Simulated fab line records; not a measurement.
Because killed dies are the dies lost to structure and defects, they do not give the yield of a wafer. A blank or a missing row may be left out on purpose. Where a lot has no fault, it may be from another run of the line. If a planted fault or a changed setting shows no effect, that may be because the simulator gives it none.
What tool caused it? || flow gf180mcu || 6 lots with 18 wafers sampled at 3 steps, on a route of 602 steps

## WHAT THE GAUGES READ, wafer by wafer
GF_SAB_CD_MEAS_09: the cd target is 420 nm.
{"lot": "L578", "measured": "day 17 12:15", "on": "cd_sem-02", "cd_nm (nm)": "421.6 420.6 421.6"}
{"lot": "L581", "measured": "day 18 03:53", "on": "cd_sem-02", "cd_nm (nm)": "417.6 415.6 417.9"}
{"lot": "L583", "measured": "day 19 10:20", "on": "cd_sem-01", "cd_nm (nm)": "422.2 421.0 421.0"}
{"lot": "L588", "measured": "day 20 19:46", "on": "cd_sem-02", "cd_nm (nm)": "426.0 423.3 424.9"}
{"lot": "L591", "measured": "day 22 01:07", "on": "cd_sem-01", "cd_nm (nm)": "422.4 422.6 420.7"}
{"lot": "L593", "measured": "day 22 15:37", "on": "cd_sem-02", "cd_nm (nm)": "421.2 419.0 420.9"}

## TOOL THAT RAN EACH LOT (tool first, then ch and the chambers of the sampled wafers, then the start)
{"lot": "L578", "GF_MVSD_COAT_02": "litho_track-01 ch 0, day 5 14:25", "GF_MVSD_STRIP_10": "plasma_asher-04 ch 0,1, day 5 22:14"}
{"lot": "L581", "GF_MVSD_COAT_02": "litho_track-03 ch 0, day 6 07:22", "GF_MVSD_STRIP_10": "plasma_asher-01 ch 0,1, day 6 14:41"}
{"lot": "L583", "GF_MVSD_COAT_02": "litho_track-03 ch 0, day 6 19:02", "GF_MVSD_STRIP_10": "plasma_asher-04 ch 0,1, day 7 03:26"}
{"lot": "L588", "GF_MVSD_COAT_02": "litho_track-04 ch 0, day 7 23:38", "GF_MVSD_STRIP_10": "plasma_asher-04 ch 0,1, day 8 07:42"}
{"lot": "L591", "GF_MVSD_COAT_02": "litho_track-04 ch 0, day 8 15:19", "GF_MVSD_STRIP_10": "plasma_asher-01 ch 0,1, day 9 00:21"}
{"lot": "L593", "GF_MVSD_COAT_02": "litho_track-01 ch 0, day 9 05:43", "GF_MVSD_STRIP_10": "plasma_asher-02 ch 0,1, day 9 14:32"}
- GF_MVSD_COAT_02: resist thk 3000 nm.
- GF_MVSD_STRIP_10: strips in O2/N2.

## THE ANSWER, worked out from the rows above alone
Rule: the usual values come from the lots themselves. Put in order of their means at a reading, lots are off if they are a third of the lots or fewer, leave a main group of 4 or more, and stand apart from it by a gap of 3 or more times the standard deviation of the main group's means; of several such gaps the widest counts. Not used: any main group whose means are identical at the precision the tables above print for the reading. A lot without any number at a reading at which 4 lots or more have one is off too. The other lots that the step has rows for count as sound.
No lot is off at any reading shown: from this, nothing can be told.

## WHAT HAD BEEN PUT IN BY THE SIMULATOR
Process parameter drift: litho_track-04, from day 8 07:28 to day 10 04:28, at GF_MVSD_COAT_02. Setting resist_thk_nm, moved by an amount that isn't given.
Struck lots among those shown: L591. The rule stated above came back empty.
